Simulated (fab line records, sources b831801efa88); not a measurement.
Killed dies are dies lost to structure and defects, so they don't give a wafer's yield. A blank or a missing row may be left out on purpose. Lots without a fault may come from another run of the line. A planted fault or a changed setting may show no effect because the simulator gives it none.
Problem report in the 8D (eight disciplines) form, filled by code | flow gf180mcu | the parts of the form that need people (team, actions taken, sign-off) are left out

1. THE PROBLEM
V2_CVD_00_THK at GF_V2_THK_MEAS_01 reads a mean of 486 nm on 2 wafers of 2 lots; wafers without a fault read 601 nm with a standard deviation of 7.3. That is -16 standard deviations from the usual mean.
First seen on wafer L838.6, day 23 05:39, on film_metro-02. The record holds 39 wafers of 13 lots with a number at this step. Rule for "out", or "out of limits": more than 4 standard deviations from the usual mean. The other wafers with a number count as sound.

2. WHAT IT IS AND WHAT IT IS NOT
question                    | is                           | is not
which readings at this step | V2_CVD_00_THK                | -
which lots                  | L838, L839                   | L827, L828, L830, L831, L832, L834, L844, L847, L848, L849, L850
which wafers of those lots  | L838.6, L839.3               | L838.1, L838.3, L839.1, L839.6
read on which gauges        | film_metro-02, film_metro-03 | film_metro-01
when                        | from day 23 05:39            | up to then (20 sound wafers); but 17 sound wafers of L839, L844, L847, L848, L849, L850 came after

3. SUSPECTS, AND WHAT RULES EACH OUT
Counting: a tool at a process step up to the reading stays a suspect if it ran every lot that is out. Sound lots after the first of them don't rule it out here, since some wafers of a struck lot are sound.
- the gauge at GF_V2_THK_MEAS_01: ruled out. The wafers that are out were read on 2 gauges (film_metro-02, film_metro-03).
- cvd_w-02 at GF_V1_CVD_23 (deposits W, target thk 350 nm, time 105.05 s): kept. It ran every lot that is out, first L838 (day 22 05:49); its last sound lot up to then is L834 (day 20 17:28).
- pvd_sputter-01 at GF_M2_SPUTTER_01 (material TiN, target thk 30 nm, time 25 s): kept. It ran every lot that is out, first L838 (day 22 06:30); its last sound lot up to then is L832 (day 19 22:44).
- hdpcvd-01 at GF_V2_CVD_00 (deposits SiO2, target thk 600 nm, time 100 s): kept. It ran every lot that is out, first L838 (day 23 05:34); its last sound lot up to then is L832 (day 20 23:52). Its own readings are out on those wafers: sih4_flow_sccm.
- Within hdpcvd-01 at GF_V2_CVD_00: the wafers that are out ran in chamber 0; their sound lot-mates ran in chambers 1, 2.
Left after counting: cvd_w-02 at GF_V1_CVD_23, pvd_sputter-01 at GF_M2_SPUTTER_01, hdpcvd-01 at GF_V2_CVD_00.

4. THE CAUSE (what the simulator had put in)
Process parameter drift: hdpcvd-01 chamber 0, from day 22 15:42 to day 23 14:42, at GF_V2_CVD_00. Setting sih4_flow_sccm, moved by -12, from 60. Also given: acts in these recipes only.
Counting left 3 suspects, and this tool is among them.

5. THE CHAIN OF EFFECTS, in route order
Each row: a reading whose mean over the struck wafers that have a number lies more than 3 standard deviations from the usual. Only readings for which the record gives a usual standard deviation are gone through. hours: the time from each lot's start at the first step in this table that gives one to its start at this step, as a median over the lots. sigmas: the change in usual standard deviations.
hours | step              | reading        | usual      | on struck wafers | change | sigmas
0     | GF_V2_CVD_00      | sih4_flow_sccm | 60.00 sccm | 48.13            | -11.87 | -66
0     | GF_V2_THK_MEAS_01 | V2_CVD_00_THK  | 601 nm     | 486              | -114   | -16
The process steps in it:
- GF_V2_CVD_00: deposits SiO2, target thk 600 nm, time 100 s.

6. WHAT WOULD HAVE CAUGHT IT SOONER
In this record the first reading out of limits at a measuring or inspecting step was taken at day 23 05:39, 14 hours after the fault began at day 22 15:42.
The tool's own readings at GF_V2_CVD_00 were out on every struck wafer that the step has a row for (sih4_flow_sccm): an alarm limit on them would have fired on the first of those.
Of the lots that are out (2), L839 began GF_V2_CVD_00 on hdpcvd-01 after day 23 05:39. A hold on the tool at that time would have spared it.
